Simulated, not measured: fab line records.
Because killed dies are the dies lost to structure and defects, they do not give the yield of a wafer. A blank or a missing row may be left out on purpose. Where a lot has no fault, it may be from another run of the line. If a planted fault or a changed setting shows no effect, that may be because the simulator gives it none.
Check for tools in common || flow gf180mcu || 13 lots and 39 wafers in the sample

THE REASON FOR OPENING IT
GF_PASSIVATION_THK_MEAS_03, reading PASSIVATION_CVD_02_THK: flagged on 2 of 13 lots. Wafers without a fault read 700 nm, standard deviation 8.5.
Rule: flag the lot when none of its wafers has a number, or when each of its wafers that has one lies beyond 4 standard deviations from that mean. All remaining lots are regarded as sound.

{"lot": "L729", "measured": "day 28 04:14", "on": "film-metro-04", "PASSIVATION_CVD_02_THK (nm), wafer by wafer": "692 690 704", "flag": ""}
{"lot": "L730", "measured": "day 28 08:56", "on": "film-metro-01", "PASSIVATION_CVD_02_THK (nm), wafer by wafer": "706 710 708", "flag": ""}
{"lot": "L731", "measured": "day 28 17:43", "on": "film-metro-04", "PASSIVATION_CVD_02_THK (nm), wafer by wafer": "686 713 705", "flag": ""}
{"lot": "L732", "measured": "day 29 01:35", "on": "film-metro-04", "PASSIVATION_CVD_02_THK (nm), wafer by wafer": "685 692 701", "flag": ""}
{"lot": "L733", "measured": "day 29 06:43", "on": "film-metro-04", "PASSIVATION_CVD_02_THK (nm), wafer by wafer": "687 686 690", "flag": ""}
{"lot": "L736", "measured": "day 30 06:14", "on": "film-metro-02", "PASSIVATION_CVD_02_THK (nm), wafer by wafer": "684 689 700", "flag": ""}
{"lot": "L737", "measured": "day 30 15:28", "on": "film-metro-02", "PASSIVATION_CVD_02_THK (nm), wafer by wafer": "692 696 690", "flag": ""}
{"lot": "L741", "measured": "day 31 17:56", "on": "film-metro-04", "PASSIVATION_CVD_02_THK (nm), wafer by wafer": "701 698 703", "flag": ""}
{"lot": "L747", "measured": "day 33 05:01", "on": "film-metro-04", "PASSIVATION_CVD_02_THK (nm), wafer by wafer": "700 710 719", "flag": ""}
{"lot": "L749", "measured": "day 33 11:47", "on": "film-metro-02", "PASSIVATION_CVD_02_THK (nm), wafer by wafer": "583 577 603", "flag": "FLAGGED"}
{"lot": "L750", "measured": "day 33 19:57", "on": "film-metro-04", "PASSIVATION_CVD_02_THK (nm), wafer by wafer": "699 712 703", "flag": ""}
{"lot": "L751", "measured": "day 34 01:44", "on": "film-metro-01", "PASSIVATION_CVD_02_THK (nm), wafer by wafer": "577 585 598", "flag": "FLAGGED"}
{"lot": "L752", "measured": "day 34 10:44", "on": "film-metro-04", "PASSIVATION_CVD_02_THK (nm), wafer by wafer": "696 702 705", "flag": ""}
The mean of the flagged lots' numbers is 587 nm, -113 nm from the usual (-13 standard deviations).

WHICH TOOL RAN EACH LOT
Before the reading, the record contains 2 process steps out of a 602-step route. Each cell gives the tool, then ch followed by the chambers the sampled wafers passed through, then the start.
{"lot": "L729", "flag": "", "GF_V4_ETCH_17": "rie-diel-01 ch 1,2,3, day 28 02:37 or earlier", "GF_PASSIVATION_CVD_02": "pecvd-04 ch 1,2, day 28 03:57"}
{"lot": "L730", "flag": "", "GF_V4_ETCH_17": "rie-diel-01 ch 0,1,2, day 28 07:37 or earlier", "GF_PASSIVATION_CVD_02": "pecvd-04 ch 0,1,2, day 28 08:38"}
{"lot": "L731", "flag": "", "GF_V4_ETCH_17": "rie-diel-01 ch 0,3, day 28 16:11 or earlier", "GF_PASSIVATION_CVD_02": "pecvd-04 ch 0,1,2, day 28 17:26"}
{"lot": "L732", "flag": "", "GF_V4_ETCH_17": "rie-diel-03 ch 2,3, day 29 00:03 or earlier", "GF_PASSIVATION_CVD_02": "pecvd-04 ch 1,2, day 29 01:17"}
{"lot": "L733", "flag": "", "GF_V4_ETCH_17": "rie-diel-01 ch 0,2, day 29 05:23 or earlier", "GF_PASSIVATION_CVD_02": "pecvd-04 ch 0,1,2, day 29 06:26"}
{"lot": "L736", "flag": "", "GF_V4_ETCH_17": "rie-diel-04 ch 0,3, day 30 04:56 or earlier", "GF_PASSIVATION_CVD_02": "pecvd-04 ch 0,1,2, day 30 05:57"}
{"lot": "L737", "flag": "", "GF_V4_ETCH_17": "rie-diel-04 ch 0,1,2, day 30 14:08 or earlier", "GF_PASSIVATION_CVD_02": "pecvd-02 ch 0,1,2, day 30 15:11"}
{"lot": "L741", "flag": "", "GF_V4_ETCH_17": "rie-diel-04 ch 1,2, day 31 16:38 or earlier", "GF_PASSIVATION_CVD_02": "pecvd-03 ch 0,1,2, day 31 17:39"}
{"lot": "L747", "flag": "", "GF_V4_ETCH_17": "rie-diel-04 ch 0,1, day 33 03:43 or earlier", "GF_PASSIVATION_CVD_02": "pecvd-04 ch 0,1,2, day 33 04:43"}
{"lot": "L749", "flag": "FLAGGED", "GF_V4_ETCH_17": "rie-diel-01 ch 1,2,3, day 33 10:29 or earlier", "GF_PASSIVATION_CVD_02": "pecvd-04 ch 1,2, day 33 11:30"}
{"lot": "L750", "flag": "", "GF_V4_ETCH_17": "rie-diel-04 ch 0,1,2, day 33 18:34 or earlier", "GF_PASSIVATION_CVD_02": "pecvd-02 ch 0,1, day 33 19:38"}
{"lot": "L751", "flag": "FLAGGED", "GF_V4_ETCH_17": "rie-diel-04 ch 0,2, day 34 00:24 or earlier", "GF_PASSIVATION_CVD_02": "pecvd-04 ch 0,1, day 34 01:26"}
{"lot": "L752", "flag": "", "GF_V4_ETCH_17": "rie-diel-01 ch 0,1,3, day 34 09:26 or earlier", "GF_PASSIVATION_CVD_02": "pecvd-02 ch 0,1, day 34 10:27"}
These steps, and what they do:
- GF_V4_ETCH_17: etches SiO2 in C4F8/O2/Ar, stops on TiN, target depth 630 nm.
- GF_PASSIVATION_CVD_02: deposits Si3N4, target thk 700 nm, time 486.18 s.
- GF_PASSIVATION_THK_MEAS_03

FLAGGED OVER TOTAL, TOOL BY TOOL (the gauges that took the reading come last)
{"step": "GF_V4_ETCH_17", "tool": "rie-diel-01", "lots run": 6, "flagged": 1, "share of the flagged lots": "some", "sound lots run after its first flagged lot": "1 (L752)"}
{"step": "GF_V4_ETCH_17", "tool": "rie-diel-03", "lots run": 1, "flagged": 0, "share of the flagged lots": "none", "sound lots run after its first flagged lot": "-"}
{"step": "GF_V4_ETCH_17", "tool": "rie-diel-04", "lots run": 6, "flagged": 1, "share of the flagged lots": "some", "sound lots run after its first flagged lot": 0}
{"step": "GF_PASSIVATION_CVD_02", "tool": "pecvd-02", "lots run": 3, "flagged": 0, "share of the flagged lots": "none", "sound lots run after its first flagged lot": "-"}
{"step": "GF_PASSIVATION_CVD_02", "tool": "pecvd-03", "lots run": 1, "flagged": 0, "share of the flagged lots": "none", "sound lots run after its first flagged lot": "-"}
{"step": "GF_PASSIVATION_CVD_02", "tool": "pecvd-04", "lots run": 9, "flagged": 2, "share of the flagged lots": "all", "sound lots run after its first flagged lot": 0}
{"step": "GF_PASSIVATION_THK_MEAS_03", "tool": "film-metro-01", "lots run": 2, "flagged": 1, "share of the flagged lots": "some", "sound lots run after its first flagged lot": 0}
{"step": "GF_PASSIVATION_THK_MEAS_03", "tool": "film-metro-02", "lots run": 3, "flagged": 1, "share of the flagged lots": "some", "sound lots run after its first flagged lot": 0}
{"step": "GF_PASSIVATION_THK_MEAS_03", "tool": "film-metro-04", "lots run": 8, "flagged": 0, "share of the flagged lots": "none", "sound lots run after its first flagged lot": "-"}
With no start given for some of its lots, GF_V4_ETCH_17 uses the hours and lot order of GF_TOP_METAL_CD_MEAS_14.

THE TABLE: WHAT IT ALLOWS
In the table, 1 row covers all flagged lots: pecvd-04 at GF_PASSIVATION_CVD_02.
- pecvd-04 at GF_PASSIVATION_CVD_02: 2 of its 9 lots flagged. It ran its last sound lot, L747, at day 33 04:43 and its first flagged lot, L749, at day 33 11:30: a fault with its onset between the two fits.
Left over: one tool, pecvd-04 at GF_PASSIVATION_CVD_02.

WHAT HAD BEEN PUT IN BY THE SIMULATOR
Site profile drift: pecvd-04, from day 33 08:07 on, at GF_PASSIVATION_CVD_02. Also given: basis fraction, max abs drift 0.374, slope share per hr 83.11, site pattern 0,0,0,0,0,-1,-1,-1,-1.
Shown lots that were struck: L749, L751. This agrees with what the rule above found.
